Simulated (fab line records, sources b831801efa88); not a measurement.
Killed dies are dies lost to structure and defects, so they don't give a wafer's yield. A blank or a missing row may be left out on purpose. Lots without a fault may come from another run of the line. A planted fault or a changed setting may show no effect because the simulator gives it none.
Chamber matching | flow sfq_line | SFQ_TRILAYER_L0_VIA_ETCH_VIA_ETCH_016 on rie_diel-03: 4 sister chambers
The step etches SiO2 in CHF3, stops on MoNx KI, target depth 80 nm. 4 wafers are shown with their chamber, then 7 later ones without.

WAFERS WITH THEIR CHAMBER
wafer  | chamber | oes_product_au (a.u.)
L564.5 | 0       | 0.858
L565.2 | 3       | 0.853
L582.1 | 2       | 0.840
L582.2 | 1       | 0.839

WAFERS WITHOUT THEIR CHAMBER
wafer  | oes_product_au (a.u.)
L582.6 | 0.846
L583.2 | 0.840
L583.3 | 0.850
L583.4 | 0.852
L585.2 | 0.838
L585.4 | 0.852
L585.6 | 0.835

WHICH CHAMBER EACH WENT THROUGH
wafer  | from the rows above               | in truth
L582.6 | can't be placed: 2 or 1 or 3 or 0 | 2
L583.2 | can't be placed: 2 or 1           | 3
L583.3 | can't be placed: 3 or 0           | 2
L583.4 | can't be placed: 3 or 0           | 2
L585.2 | can't be placed: 1 or 2           | 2
L585.4 | can't be placed: 3 or 0           | 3
L585.6 | can't be placed: 1 or 2           | 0
Placed correctly: 0 of 7. Can't be placed from these rows: 7 (the true chamber is among the candidates in 3). Placed wrongly: 0.
How it was worked out, from the rows above alone: a wafer's distance from a chamber is the root of the sum, over the readings, of the square of ((its reading less the chamber's mean) divided by the reading's scatter). The wafer belongs to the nearest chamber; if the next one is less than 2 further off, it can't be placed. A chamber's mean is the mean of its shown wafers. The scatter: with one shown wafer a chamber, the root of the mean of the squares of how far each hidden wafer lies from its nearest shown one.
